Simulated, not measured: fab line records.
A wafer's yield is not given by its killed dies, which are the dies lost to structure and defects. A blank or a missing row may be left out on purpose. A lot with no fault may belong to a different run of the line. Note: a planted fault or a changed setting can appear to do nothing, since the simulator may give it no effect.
fab line records	flow sky130
[record] lots = 5	wafers = 15	lastDay = 50
route steps=708 shown METAL5@680 PASSIVATION@681 PAD_OPEN@694
lots that met no fault: from a run of the same line without faults
startH: the number of hours between the record's first day and the start of the first shown wafer of the lot	waitH: hours from the lot's prior step to this one	" the same as in the row above	L1.1+2: several wafers, shown together as one row	- no value, or no start was given	* or withheld: withheld	< > ~ a bound
route shown NAME@n: names a module that has steps shown in the file, with the first one's number in the route	usual: mean/standard deviation taken from wafers without a fault	same: alike in all rows	chamber/n: place in a boat	sites: the reading at each site	_std_site: how widely they spread, as a standard deviation	_edge_site: outer sites' mean less inner sites'	radiusMm: for every site, how far away it sits from the centre of the wafer	mask NAME#n: copy n	behind: tool/chamber where the wafer was last shaped	hold: why the lot went on hold/how many hours it stayed there/how the hold came to an end	device: names the non-switching transistor (n, p or np)	end of line: at the end of the route, the tests of the same wafers	where a step has no rows: the recipe by itself	killed: not the wafer's yield, but the dies lost to structure and defects at the first sort	map: a wafer's dies, x killed, . not, _ none there
set.NAME: the setting the step ran with; set.NAME@STEP: the setting that earlier step ran with	model.NAME: the simulator's own value behind a step, which no gauge read
a table for each step, a row for each wafer; lots at some steps of the route
services: when a tool's chamber went out of use (startH, in hours from the record's first day, below 0 if earlier), for how many hours, and the reason
[[steps]]
[step SKY_METAL5_CLEAN_19]
[recipe] chemistry = O3/DIW	dry = n2Spin
lot.wafer	tool	chamber	startH	waitH
L075.1+4+5	wetBench-02	3	1048.19	0.0
L076.4+5+6	wetBench-04	3	1050.74	0.0
L089.2+3+5	wetBench-03	1	1129.44	0.0
L091.2+4+5	wetBench-04	1	1139.87	0.0
L096.1+2+3	wetBench-04	3	1177.74	0.0
[step SKY_PASSIVATION_CVD_00]
[recipe] material = SiO2	targetThkNm = 90	tempC = 400	timeS = withheld	rfW = 600
[usual] heaterPowerOuterW = 420/46	heaterPowerW = 692/63	rfFwdPowerW = 588/3.2
lot.wafer	tool	chamber	startH	waitH	heaterPowerOuterW	heaterPowerW	rfFwdPowerW
L075.1	pecvd-01	2	1048.29	0.0	486	734	587
L075.4	"	1	"	"	463	776	585
L075.5	"	0	"	"	413	654	589
L076.4	pecvd-01	0	1050.85	0.0	430	685	591
L076.5	"	1	"	"	384	680	586
L076.6	"	2	"	"	489	774	584
L089.2	pecvd-03	0	1129.53	0.0	308	540	586
L089.3	"	1	"	"	483	785	590
L089.5	"	0	"	"	310	552	587
L091.2	pecvd-01	1	1139.98	0.0	469	767	588
L091.4	"	0	"	"	454	699	589
L091.5	"	2	"	"	471	752	583
L096.1	pecvd-04	1	1177.83	0.0	363	635	595
L096.2	"	0	"	"	451	686	592
L096.3	"	2	"	"	439	741	591
[step SKY_PASSIVATION_THK_MEAS_01]
[recipe] reads = SiO2_of_PASSIVATION_CVD_00
[usual] PASSIVATION_CVD_00_THK = 90.1/1.1
lot.wafer	tool	chamber	startH	waitH	PASSIVATION_CVD_00_THK[nm]
L075.1	filmMetro-01	-	1048.31	-	90.1
L075.4	"	-	"	"	89.5
L075.5	"	-	"	"	91.8
L076.4	filmMetro-03	-	1050.89	-	90.6
L076.5	"	-	"	"	89.5
L076.6	"	-	"	"	90.1
L089.2	filmMetro-03	-	1129.57	-	89.5
L089.3	"	-	"	"	90.8
L089.5	"	-	"	"	90.6
L091.2	filmMetro-01	-	1140.02	-	89.4
L091.4	"	-	"	"	91.5
L091.5	"	-	"	"	92.9
L096.1	filmMetro-04	-	1177.85	-	88.4
L096.2	"	-	"	"	89.1
L096.3	"	-	"	"	88.0
[step SKY_PASSIVATION_CVD_02]
[recipe] material = Si3N4	targetThkNm = 540	tempC = 400	timeS = withheld	rfW = 450
[usual] heaterPowerOuterW = 457/49	heaterPowerW = 740/73	rfFwdPowerW = 449.2/1.4
lot.wafer	tool	chamber	startH	waitH	heaterPowerOuterW	heaterPowerW	rfFwdPowerW
L075.1	pecvd-03	0	1048.37	0.1	401	652	444.9
L075.4	"	2	"	"	512	804	450.0
L075.5	"	0	"	"	393	698	447.5
L076.4	pecvd-03	0	1051.03	0.1	383	643	447.1
L076.5	"	1	"	"	414	711	450.1
L076.6	"	2	"	"	469	747	447.7
L089.2	pecvd-01	2	1129.62	0.0	507	785	451.7
L089.3	"	1	"	"	487	835	448.7
L089.5	"	2	"	"	527	777	451.3
L091.2	pecvd-04	0	1140.07	0.0	447	666	448.0
L091.4	"	1	"	"	332	584	449.4
L091.5	"	0	"	"	466	720	448.2
L096.1	pecvd-03	2	1177.91	0.1	517	778	448.7
L096.2	"	1	"	"	537	868	451.4
L096.3	"	0	"	"	405	670	448.3
[step SKY_PASSIVATION_THK_MEAS_03]
[recipe] reads = Si3N4_of_PASSIVATION_CVD_02
[usual] PASSIVATION_CVD_02_THK = 539/6.9
lot.wafer	tool	chamber	startH	waitH	PASSIVATION_CVD_02_THK[nm]
L075.1	filmMetro-04	-	1048.59	-	526
L075.4	"	-	"	"	540
L075.5	"	-	"	"	535
L076.4	filmMetro-03	-	1051.17	-	543
L076.5	"	-	"	"	541
L076.6	"	-	"	"	541
L089.2	filmMetro-01	-	1129.85	-	534
L089.3	"	-	"	"	537
L089.5	"	-	"	"	545
L091.2	filmMetro-03	-	1140.30	-	529
L091.4	"	-	"	"	539
L091.5	"	-	"	"	532
L096.1	filmMetro-04	-	1178.14	-	544
L096.2	"	-	"	"	545
L096.3	"	-	"	"	537
[step SKY_PASSIVATION_DEHYDRATE_04]
[recipe] tempC = 200	timeS = 60
lot.wafer	tool	chamber	startH	waitH
L075.1+4+5	lithoTrack-01	0	1059.64	11.0
L076.4+5+6	lithoTrack-04	0	1061.85	10.7
L089.2+3+5	lithoTrack-04	0	1138.55	8.7
L091.2+4+5	lithoTrack-01	0	1149.47	9.2
L096.1+2+3	lithoTrack-02	0	1184.90	6.8
[step SKY_PASSIVATION_HMDS_05]
[recipe] primeTimeS = 60	primeTempC = 120
[usual] primeTempC = 119.99/0.12
lot.wafer	tool	chamber	startH	waitH	primeTempC
L075.1	lithoTrack-01	0	1059.79	0.1	119.86
L075.4	"	0	"	"	120.21
L075.5	"	0	"	"	119.96
L076.4	lithoTrack-04	0	1062.00	0.1	119.86
L076.5	"	0	"	"	119.86
L076.6	"	0	"	"	119.99
L089.2	lithoTrack-04	0	1138.70	0.1	120.03
L089.3	"	0	"	"	120.19
L089.5	"	0	"	"	120.12
L091.2	lithoTrack-01	0	1149.62	0.1	119.96
L091.4	"	0	"	"	119.98
L091.5	"	0	"	"	119.79
L096.1	lithoTrack-02	0	1185.05	0.1	120.00
L096.2	"	0	"	"	120.01
L096.3	"	0	"	"	119.98
[step SKY_PASSIVATION_COAT_06]
[recipe] spinRpm = 2000	resistThkNm = 3000
lot.wafer	tool	chamber	startH	waitH
L075.1+4+5	lithoTrack-01	0	1059.94	0.1
L076.4+5+6	lithoTrack-04	0	1062.15	0.1
L089.2+3+5	lithoTrack-04	0	1138.85	0.1
L091.2+4+5	lithoTrack-01	0	1149.77	0.1
L096.1+2+3	lithoTrack-02	0	1185.20	0.1
[step SKY_PASSIVATION_SOFTBAKE_07]
[recipe] tempC = 110	timeS = withheld
lot.wafer	tool	chamber	startH	waitH
L075.1+4+5	lithoTrack-01	0	1060.09	0.1
L076.4+5+6	lithoTrack-04	0	1062.33	0.1
L089.2+3+5	lithoTrack-04	0	1139.01	0.1
L091.2+4+5	lithoTrack-01	0	1149.93	0.1
L096.1+2+3	lithoTrack-02	0	1185.35	0.1
[step SKY_PASSIVATION_EXPOSE_08]
[recipe] maskId = NSM	targetCdNm = 3000	na = 0.57	doseMj = 260
lot.wafer	tool	chamber	startH	waitH	mask
L075.1+4+5	ilineStepper-02	0	-	-	NSM#0
L076.4+5+6	ilineStepper-02	0	-	-	NSM#0
L089.2+3+5	ilineStepper-02	0	-	-	NSM#0
L091.2+4+5	ilineStepper-01	0	-	-	NSM#0
L096.1+2+3	ilineStepper-01	0	-	-	NSM#0
[step SKY_PASSIVATION_PEB_09]
[recipe] tempC = 115	timeS = withheld
lot.wafer	tool	chamber	startH	waitH
L075.1+4+5	lithoTrack-01	0	-	-
L076.4+5+6	lithoTrack-01	0	-	-
L089.2+3+5	lithoTrack-04	0	-	-
L091.2+4+5	lithoTrack-04	0	-	-
L096.1+2+3	lithoTrack-02	0	-	-
[step SKY_PASSIVATION_DEVELOP_10]
[recipe] developTimeS = 60	devTempC = 23
lot.wafer	tool	chamber	startH	waitH
L075.1+4+5	lithoTrack-01	0	-	-
L076.4+5+6	lithoTrack-01	0	-	-
L089.2+3+5	lithoTrack-04	0	-	-
L091.2+4+5	lithoTrack-04	0	-	-
L096.1+2+3	lithoTrack-02	0	-	-
[step SKY_PASSIVATION_ETCH_11]
[recipe] chemistry = CF4/O2	targetDepthNm = 725	stopOn = AlCu	sourceW = 800	biasW = 150	pressureMtorr = 150	cf4FlowSccm = 80	O2_flow_sccm = 10	timeS = 161.1
[usual] drypumpMotorCurrentA = 5.4/0.38	oesProductAu = 0.977/0.0071	rfFwdPowerW = 797.4/2.6	throttleValvePct = 5.964/0.0091
lot.wafer	tool	chamber	startH	waitH	drypumpMotorCurrentA	oesProductAu	rfFwdPowerW	rfHoursCounterH	throttleValvePct
L075.1	rieDiel-03	3	1070.84	-	5.9	0.961	799.2	6	5.958
L075.4	"	1	"	"	5.4	0.980	793.6	11	5.954
L075.5	"	3	"	"	5.9	0.967	798.4	-	5.970
L076.4	rieDiel-03	1	1073.19	-	5.4	0.978	797.4	11	5.966
L076.5	"	3	"	"	5.9	0.959	802.3	-	5.950
L076.6	"	2	"	"	5.4	0.989	797.4	-	5.969
L089.2	rieDiel-04	2	1148.58	-	5.5	0.972	797.4	9	5.956
L089.3	"	0	"	"	5.3	0.979	795.4	18	5.961
L089.5	"	2	"	"	5.4	0.987	799.2	-	5.967
L091.2	rieDiel-03	2	1159.13	-	5.5	0.979	798.2	26	5.955
L091.4	"	1	"	"	5.4	0.977	792.2	14	5.964
L091.5	"	3	"	"	5.9	0.968	797.7	-	5.959
L096.1	rieDiel-02	1	1193.40	-	6.3	0.977	797.9	20	5.963
L096.2	"	3	"	"	5.2	0.977	792.6	17	5.969
L096.3	"	2	"	"	5.3	0.977	796.2	27	5.962
[step SKY_PASSIVATION_STRIP_12]
[recipe] chemistry = O2/N2	powerW = 1400	pressureMtorr = 1500	platenTempC = withheld	overashFraction = 0.7	o2FlowSccm = 3000	n2FlowSccm = 300
[usual] drypumpMotorCurrentA = 6.0/0.57	oesProductAu = 0.661/0.0043	stripTimeToEndpointS = 31.52/0.13
lot.wafer	tool	chamber	startH	waitH	drypumpMotorCurrentA	oesProductAu	rfHoursCounterH	stripTimeToEndpointS
L075.1	plasmaAsher-04	0	1070.95	0.1	6.6	0.661	33	31.82
L075.4	"	1	"	"	5.8	0.664	-	31.57
L075.5	"	0	"	"	6.6	0.658	-	31.78
L076.4	plasmaAsher-01	0	1073.33	0.1	6.6	0.664	-	31.50
L076.5	"	0	"	"	6.7	0.662	-	31.65
L076.6	"	1	"	"	5.8	0.661	-	31.61
L089.2	plasmaAsher-02	1	1148.68	0.1	6.1	0.662	9	31.24
L089.3	"	0	"	"	5.0	0.664	-	31.41
L089.5	"	0	"	"	5.0	0.658	-	31.37
L091.2	plasmaAsher-01	0	1159.23	0.1	6.7	0.668	104	31.53
L091.4	"	1	"	"	5.8	0.648	-	31.44
L091.5	"	0	"	"	6.6	0.657	-	31.56
L096.1	plasmaAsher-04	1	1193.51	0.1	5.8	0.659	45	31.49
L096.2	"	0	"	"	6.6	0.660	45	31.30
L096.3	"	1	"	"	5.8	0.649	-	31.36
[step SKY_PAD_OPEN_DEHYDRATE_00]
[recipe] tempC = 200	timeS = 60
lot.wafer	tool	chamber	startH	waitH
L075.1+4+5	lithoTrack-02	0	1080.90	9.9
L076.4+5+6	lithoTrack-04	0	1084.10	10.7
L089.2+3+5	lithoTrack-02	0	1157.23	8.5
L091.2+4+5	lithoTrack-02	0	1167.63	8.4
L096.1+2+3	lithoTrack-02	0	1200.35	6.8
[step SKY_PAD_OPEN_HMDS_01]
[recipe] primeTimeS = 60	primeTempC = 120
[usual] primeTempC = 120.00/0.12
lot.wafer	tool	chamber	startH	waitH	primeTempC
L075.1	lithoTrack-02	0	1081.05	0.1	119.87
L075.4	"	0	"	"	120.16
L075.5	"	0	"	"	120.04
L076.4	lithoTrack-04	0	1084.25	0.1	120.12
L076.5	"	0	"	"	119.90
L076.6	"	0	"	"	119.96
L089.2	lithoTrack-02	0	1157.38	0.1	120.06
L089.3	"	0	"	"	119.86
L089.5	"	0	"	"	120.06
L091.2	lithoTrack-02	0	1167.78	0.1	119.99
L091.4	"	0	"	"	119.93
L091.5	"	0	"	"	120.10
L096.1	lithoTrack-02	0	1200.50	0.1	119.87
L096.2	"	0	"	"	119.96
L096.3	"	0	"	"	120.14
[step SKY_PAD_OPEN_COAT_02]
[recipe] spinRpm = 2000	resistThkNm = 3000
lot.wafer	tool	chamber	startH	waitH
L075.1+4+5	lithoTrack-02	0	1081.20	0.1
L076.4+5+6	lithoTrack-04	0	1084.40	0.1
L089.2+3+5	lithoTrack-02	0	1157.53	0.1
L091.2+4+5	lithoTrack-02	0	1167.93	0.1
L096.1+2+3	lithoTrack-02	0	1200.65	0.1
[step SKY_PAD_OPEN_SOFTBAKE_03]
[recipe] tempC = 110	timeS = withheld
lot.wafer	tool	chamber	startH	waitH
L075.1+4+5	lithoTrack-02	0	1081.35	0.1
L076.4+5+6	lithoTrack-04	0	1084.58	0.1
L089.2+3+5	lithoTrack-02	0	1157.69	0.1
L091.2+4+5	lithoTrack-02	0	1168.09	0.1
L096.1+2+3	lithoTrack-02	0	1200.80	0.1
[step SKY_PAD_OPEN_EXPOSE_04]
[recipe] maskId = PDM	targetCdNm = 60000	na = 0.57	doseMj = 260
lot.wafer	tool	chamber	startH	waitH	mask
L075.1+4+5	ilineStepper-02	0	-	-	PDM#0
L076.4+5+6	ilineStepper-02	0	-	-	PDM#0
L089.2+3+5	ilineStepper-02	0	-	-	PDM#0
L091.2+4+5	ilineStepper-02	0	-	-	PDM#0
L096.1+2+3	ilineStepper-01	0	-	-	PDM#0
[step SKY_PAD_OPEN_PEB_05]
[recipe] tempC = 115	timeS = withheld
lot.wafer	tool	chamber	startH	waitH
L075.1+4+5	lithoTrack-02	0	-	-
L076.4+5+6	lithoTrack-03	0	-	-
L089.2+3+5	lithoTrack-03	0	-	-
L091.2+4+5	lithoTrack-02	0	-	-
L096.1+2+3	lithoTrack-02	0	-	-
[step SKY_PAD_OPEN_DEVELOP_06]
[recipe] developTimeS = 60	devTempC = 23
lot.wafer	tool	chamber	startH	waitH
L075.1+4+5	lithoTrack-02	0	-	-
L076.4+5+6	lithoTrack-03	0	-	-
L089.2+3+5	lithoTrack-03	0	-	-
L091.2+4+5	lithoTrack-02	0	-	-
L096.1+2+3	lithoTrack-02	0	-	-
[step SKY_PAD_OPEN_ETCH_07]
[recipe] chemistry = CF4/O2	targetDepthNm = 725	stopOn = AlCu	sourceW = 800	biasW = 150	pressureMtorr = 150	cf4FlowSccm = 80	O2_flow_sccm = 10	timeS = 161.1
[usual] drypumpMotorCurrentA = 5.6/0.43	oesProductAu = 0.976/0.0074	rfFwdPowerW = 796.7/2.3	throttleValvePct = 5.964/0.0095
lot.wafer	tool	chamber	startH	waitH	drypumpMotorCurrentA	oesProductAu	rfFwdPowerW	rfHoursCounterH	throttleValvePct
L075.1	rieDiel-02	0	1091.85	-	5.1	0.959	801.1	27	5.984
L075.4	"	3	"	"	5.2	0.977	794.1	13	5.972
L075.5	"	1	"	"	6.3	0.972	796.2	-	5.952
L076.4	rieDiel-01	3	1094.97	-	6.0	0.973	794.7	25	5.973
L076.5	"	1	"	"	6.4	0.986	797.0	-	5.957
L076.6	"	2	"	"	5.3	0.986	794.8	-	5.958
L089.2	rieDiel-02	1	1166.03	-	6.3	0.968	798.3	19	5.977
L089.3	"	3	"	"	5.2	0.986	798.8	16	5.959
L089.5	"	3	"	"	5.3	0.989	797.8	-	5.981
L091.2	rieDiel-03	1	1176.75	-	5.4	0.964	795.3	15	5.968
L091.4	"	1	"	"	5.5	0.984	794.6	-	5.956
L091.5	"	1	"	"	5.4	0.981	794.4	-	5.973
L096.1	rieDiel-02	2	1208.30	-	5.3	0.989	798.0	28	5.955
L096.2	"	3	"	"	5.2	0.980	793.1	17	5.971
L096.3	"	1	"	"	6.3	0.981	797.3	21	5.966
[step SKY_PAD_OPEN_STRIP_08]
[recipe] chemistry = O2/N2	powerW = 1400	pressureMtorr = 1500	platenTempC = withheld	overashFraction = 0.7	o2FlowSccm = 3000	n2FlowSccm = 300
[usual] drypumpMotorCurrentA = 6.0/0.5	oesProductAu = 0.663/0.0045	stripTimeToEndpointS = 37.06/0.089
lot.wafer	tool	chamber	startH	waitH	drypumpMotorCurrentA	oesProductAu	rfHoursCounterH	stripTimeToEndpointS
L075.1	plasmaAsher-01	0	1091.96	0.1	6.6	0.662	97	37.02
L075.4	"	1	"	"	5.8	0.658	-	37.21
L075.5	"	0	"	"	6.7	0.665	-	37.11
L076.4	plasmaAsher-03	0	1095.11	0.1	5.9	0.663	-	37.06
L076.5	"	1	"	"	6.2	0.655	-	37.15
L076.6	"	0	"	"	5.9	0.665	-	37.06
L089.2	plasmaAsher-02	1	1166.13	0.1	6.1	0.663	10	37.09
L089.3	"	0	"	"	5.0	0.658	-	37.12
L089.5	"	0	"	"	5.0	0.667	-	37.05
L091.2	plasmaAsher-02	1	1176.91	0.1	6.1	0.667	11	36.95
L091.4	"	0	"	"	5.0	0.659	-	36.94
L091.5	"	0	"	"	4.9	0.667	-	37.10
L096.1	plasmaAsher-02	0	1208.41	0.1	5.0	0.653	12	37.05
L096.2	"	1	"	"	6.1	0.665	12	36.98
L096.3	"	0	"	"	5.0	0.656	-	37.07
[step SKY_PAD_OPEN_STRIP_09]
[recipe] chemistry = postEtchResidueRemover	timeS = 1200	tempC = 72.5
lot.wafer	tool	chamber	startH	waitH
L075.1+4+5	wetBench-01	2	1092.06	0.1
L076.4+5+6	wetBench-03	1	1095.18	0.0
L089.2+3+5	wetBench-01	3	1166.23	0.1
L091.2+4+5	wetBench-01	3	1177.01	0.1
L096.1+2+3	wetBench-03	2	1208.51	0.1
[step SKY_PAD_OPEN_CLEAN_10]
[recipe] chemistry = IPA	timeS = 180	tempC = 25
lot.wafer	tool	chamber	startH	waitH
L075.1+4+5	wetBench-04	0	1092.40	0.0
L076.4+5+6	wetBench-01	2	1095.52	0.0
L089.2+3+5	wetBench-03	2	1166.60	0.0
L091.2+4+5	wetBench-01	1	1177.41	0.1
L096.1+2+3	wetBench-01	0	1208.85	0.0
[step SKY_PAD_OPEN_CLEAN_11]
[recipe] chemistry = O3/DIW	dry = n2Spin
lot.wafer	tool	chamber	startH	waitH
L075.1+4+5	wetBench-01	1	1092.46	0.0
L076.4+5+6	wetBench-04	0	1095.58	0.0
L089.2+3+5	wetBench-04	3	1166.67	0.0
L091.2+4+5	wetBench-03	0	1177.54	0.1
L096.1+2+3	wetBench-03	3	1208.91	0.0
[step SKY_PAD_OPEN_ANNEAL_12]
[recipe] tempC = 400	timeS = withheld	ambient = N2/H2	idleTempC = 300	rampUpCPerMin = 8	rampDownCPerMin = 4
[usual] rampUpCPerMin = 8.0001/0.0015	tubeCenterTempC = 400/0.038	zonePowerCentrePct = 4.90/0.16	zonePowerTopPct = 12.0/0.7	zonePowerUpperPct = 4.47/0.15
lot.wafer	tool	chamber	startH	waitH	rampUpCPerMin	tubeCenterTempC	zonePowerCentrePct	zonePowerTopPct	zonePowerUpperPct
L075.1	furnace-01	0	1092.55	0.0	8.0006	400.02	4.81	12.7	4.66
L075.4	"	0	"	"	7.9995	399.98	4.75	12.6	4.56
L075.5	"	0	"	"	7.9993	399.97	4.76	12.6	4.60
L076.4	furnace-01	0	1095.67	0.0	7.9976	400.04	4.76	12.5	4.56
L076.5	"	0	"	"	7.9985	400.03	4.74	12.4	4.52
L076.6	"	0	"	"	8.0011	400.02	4.77	12.6	4.51
L089.2	furnace-01	0	1166.77	0.0	7.9994	399.98	4.86	12.7	4.61
L089.3	"	0	"	"	8.0014	400	4.72	12.5	4.63
L089.5	"	0	"	"	7.9989	400	4.70	12.7	4.50
L091.2	furnace-01	0	1177.64	0.0	7.9990	400.04	4.81	12.6	4.61
L091.4	"	0	"	"	7.9996	400.03	4.74	12.6	4.57
L091.5	"	0	"	"	7.9997	399.97	4.74	12.5	4.62
L096.1	furnace-02	0	1210.02	1.0	7.9995	399.98	5.08	11.2	4.36
L096.2	"	0	"	"	7.9986	400.01	5.13	11.3	4.28
L096.3	"	0	"	"	8.0000	400	5.08	11.1	4.27
[step SKY_PAD_OPEN_BOW_MEAS_13]
[recipe] mode = bow
[usual] PAD_OPEN_BOW = 46/8.7
lot.wafer	tool	chamber	startH	waitH	PAD_OPEN_BOW[um]
L075.1	filmMetro-02	-	1094.05	-	63
L075.4	"	-	"	"	51
L075.5	"	-	"	"	59
L076.4	filmMetro-01	-	1097.23	-	41
L076.5	"	-	"	"	37
L076.6	"	-	"	"	38
L089.2	filmMetro-02	-	1168.29	-	51
L089.3	"	-	"	"	39
L089.5	"	-	"	"	42
L091.2	filmMetro-03	-	1179.16	-	43
L091.4	"	-	"	"	42
L091.5	"	-	"	"	45
L096.1	filmMetro-03	-	1211.52	-	23
L096.2	"	-	"	"	34
L096.3	"	-	"	"	36
[step SKY_PAD_OPEN_PROBE_99]
[usual] defectLimitedYield = 82.5/2	killed_at_M0_to_M3 = 44/7.4	killed_at_M4_up = 3.0/1.8	killedAtContacts = 24/5.1	killedAtFrontEnd = 15/4.3	killedAtOther = 0.3/0.54	killedDies = 86/9.9	killedOpen = 47/7.1	killedShort = 38/6.7	sort_bin_3_pad_short = 0.8/0.39	sort_bin_5_function = 10.4/1.5	sort_bin_6_memory = 6.2/1.2	sortNPass = 406/9.9	sortYieldPct = 82.5/2
[same] grossDies = 492	killedAtBackSide = 0	sort_bin_4_leakage[%] = 0	sort_bin_8_speed[%] = 0
lot.wafer	tool	chamber	startH	waitH	defectLimitedYield[%]	killed_at_M0_to_M3	killed_at_M4_up	killedAtContacts	killedAtFrontEnd	killedAtOther	killedDies	killedOpen	killedShort	sort_bin_3_pad_short[%]	sort_bin_5_function[%]	sort_bin_6_memory[%]	sortNPass	sortYieldPct[%]
L091.2	prober-01	-	1179.31	0.1	79.3	61	3	27	11	0	102	57	45	1.0	11.8	7.9	390	79.3
L091.4	prober-01	-	1179.41	0.2	83.9	40	2	27	10	0	79	46	33	1.6	8.3	6.1	413	83.9
L091.5	prober-01	-	1179.46	0.2	79.5	46	1	33	20	1	101	55	46	1.6	11.6	7.3	391	79.5
// killed by level:class
L091.2 VIA1:geometricParticle:open=12 CONTACT:geometricParticle:open=11 VIA2:geometricParticle:open=9 VIA3:geometricParticle:open=8 METAL2:geometricParticle:short=7 LI_CONTACT:geometricParticle:open=6 METAL1:geometricParticle:short=5 VIA1:geometricParticle:short=5
L091.4 CONTACT:geometricParticle:open=13 VIA1:geometricParticle:open=9 VIA3:geometricParticle:open=7 VIA1:geometricParticle:short=6 LOCAL_INTERCONNECT:geometricParticle:short=6 VIA2:geometricParticle:open=6 CONTACT:geometricParticle:short=5 METAL2:geometricParticle:short=5
L091.5 CONTACT:geometricParticle:open=16 METAL2:geometricParticle:short=11 VIA1:geometricParticle:open=9 CONTACT:geometricParticle:short=7 POLY_GATE:geometricParticle:open=6 VIA3:geometricParticle:open=5 VIA2:geometricParticle:open=5 VIA2:geometricParticle:short=5
[[services]]
tool	chamber	startH	hours	kind
plasmaAsher-01	-	1028.03	6.2	repair
furnace-02	-	1028.05	3.4	pm
rieDiel-01	-	1046.35	0.6	repair
rieDiel-01	0	1052.26	5.7	repair
plasmaAsher-02	-	1055.25	9.0	pm
plasmaAsher-03	-	1072.20	14.6	pm
pecvd-01	0	1080.48	28.9	repair
ilineStepper-01	-	1083.06	2.9	repair
pecvd-03	0	1092.05	16.7	repair
furnace-01	-	1100.90	3.7	pm
pecvd-03	1	1111.44	1.9	repair
ilineStepper-01	-	1114.05	4.4	pm
rieDiel-03	-	1129.33	0.5	repair
ilineStepper-01	-	1138.35	1.7	pm
rieDiel-03	-	1139.49	0.4	repair
rieDiel-02	1	1148.20	10.1	repair
plasmaAsher-02	-	1155.32	5.0	repair
rieDiel-02	3	1156.93	8.7	repair
furnace-01	-	1168.27	3.5	pm
rieDiel-03	0	1170.14	25.1	repair
rieDiel-03	3	1171.68	6.1	repair
plasmaAsher-02	-	1183.04	14.6	pm
ilineStepper-02	-	1200.82	1.7	pm
rieDiel-02	3	1202.24	1.9	repair
[[key]]
fault none
